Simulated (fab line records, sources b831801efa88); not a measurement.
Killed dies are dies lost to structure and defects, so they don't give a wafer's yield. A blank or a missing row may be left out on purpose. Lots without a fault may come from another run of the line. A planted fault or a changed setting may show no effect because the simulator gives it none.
A struck lot beside a sound one | flow sfq_line | 14 steps out of a route of 325
Sound: wafers L558.1, L558.3, L558.4. Struck: wafer L575.4. (L575.2, L575.3 of the same lot were not struck and are left out.) The cause comes at the end.
At each step with rows: each side's tool, then ch and its chambers, then its first start. Under that, the readings that differ: sound wafers | struck wafers | difference of the means | sigmas: that difference in standard deviations of wafers without a fault.
alike: readings whose means differ by less than 2 such deviations, and words and numbers that are the same on both sides. not compared: withheld readings, readings that some wafer has no value for, bounds like >300 that may hide the same value, and numbers for which the record gives no deviation and whose values overlap.
The two part at a step that has a row with sigmas, a row that says differs or no value, or rows on one side only. Numbers that don't overlap but have no deviation are shown without sigmas and don't part them. A reading that every wafer of one side lacks parts them only if that side has two wafers or more.

SFQ_TRILAYER_I1_DEP_PECVD_045: deposits SiO2 from SiH4/N2O, time 111.11 s, target thk 500 nm.
  sound on pecvd-01 ch 1,2, day 24 10:07; struck on pecvd-03 ch 2, day 33 08:22
  alike: heater_power_w, throttle_valve_pct
SFQ_TRILAYER_I1_CMP_CMP_046: polishes SiO2.
  sound on cmp-01 ch 0,1,3, day 24 11:35; struck on cmp-02 ch 1, day 33 09:01
  alike: edge_zone_pressure_frac, motor_current_A, retaining_ring_pressure_frac, time_to_endpoint_s
SFQ_I1_BOW_MEAS_912:
  sound on film_metro-04, day 24 14:05; struck on film_metro-01, day 33 12:02
  alike: I1_BOW
SFQ_TRILAYER_I1_METRO_MEASURE_047:
  sound on film_metro-04, day 24 14:13; struck on film_metro-01, day 33 12:20
  alike: thk_nm
then, 6 steps without rows for these wafers: SFQ_TRILAYER_I1_VIA_LITHO_COAT_054 (resist thk 62 nm); SFQ_TRILAYER_I1_VIA_LITHO_COAT_049 (resist thk 650 nm); SFQ_TRILAYER_I1_VIA_LITHO_SOFTBAKE_053; SFQ_TRILAYER_I1_VIA_LITHO_EXPOSE_050 (exposes mask I1, target cd 500 nm); SFQ_TRILAYER_I1_VIA_LITHO_PEB_052 (peb time 60 s); SFQ_TRILAYER_I1_VIA_LITHO_DEVELOP_051 (time 60 s).
-- the record jumps here: 7 days lie between the struck wafers' starts before and after --
SFQ_I1_OVL_MEAS_913:
  sound on overlay-01, day 24 17:40; struck on overlay-01, day 40 01:13
  reading     | sound  | struck | difference | sigmas
  I1_OVL (nm) | 6 6 13 | -7     | -15        | -3
SFQ_TRILAYER_I1_VIA_BARC_OPEN_VIA_ETCH_071: etches BARC in O2, target depth 125 nm, time 41.7 s.
  sound on rie_diel-04 ch 1,2,3, day 24 17:42; struck on rie_diel-04 ch 0, day 40 01:15
  alike: bias_w, drypump_motor_current_A, oes_product_au
  not compared: rf_hours_counter_h
SFQ_TRILAYER_I1_VIA_ETCH_VIA_ETCH_052: etches SiO2 in CHF3, stops on Nb, target depth 260 nm.
  sound on rie_diel-04 ch 1,2,3, day 24 17:44; struck on rie_diel-04 ch 0, day 40 01:17
  reading                                             | sound             | struck | difference | sigmas
  bias_w (W)                                          | 80.20 80.01 80.30 | 94.58  | +14.41     | +60
  oes_product_au (a.u.)                               | 0.856 0.854 0.853 | 0.843  | -0.011     | -3
  model.Nb_of_TRILAYER_M1_DEP_SPUTTER_037.thk_nm (nm) | 201.7 202.4 201.2 | 198.6  | -3.2       |
  alike: drypump_motor_current_A
  not compared: model.KrF_of_TRILAYER_I1_VIA_LITHO_COAT_049.thk_nm
SFQ_TRILAYER_I1_VIA_STRIP_STRIP_053: strips in O2.
  sound on rie_metal-03 ch 0,1, day 24 17:51; struck on rie_metal-03 ch 0, day 40 01:25
  alike: drypump_motor_current_A, oes_product_au
  not compared: rf_hours_counter_h

WHERE THEY PART
First at SFQ_I1_OVL_MEAS_913; last, within this record, at SFQ_TRILAYER_I1_VIA_ETCH_VIA_ETCH_052. Later steps at which nothing parts them and some readings are alike: SFQ_TRILAYER_I1_VIA_STRIP_STRIP_053.

WHY: what the simulator had put in
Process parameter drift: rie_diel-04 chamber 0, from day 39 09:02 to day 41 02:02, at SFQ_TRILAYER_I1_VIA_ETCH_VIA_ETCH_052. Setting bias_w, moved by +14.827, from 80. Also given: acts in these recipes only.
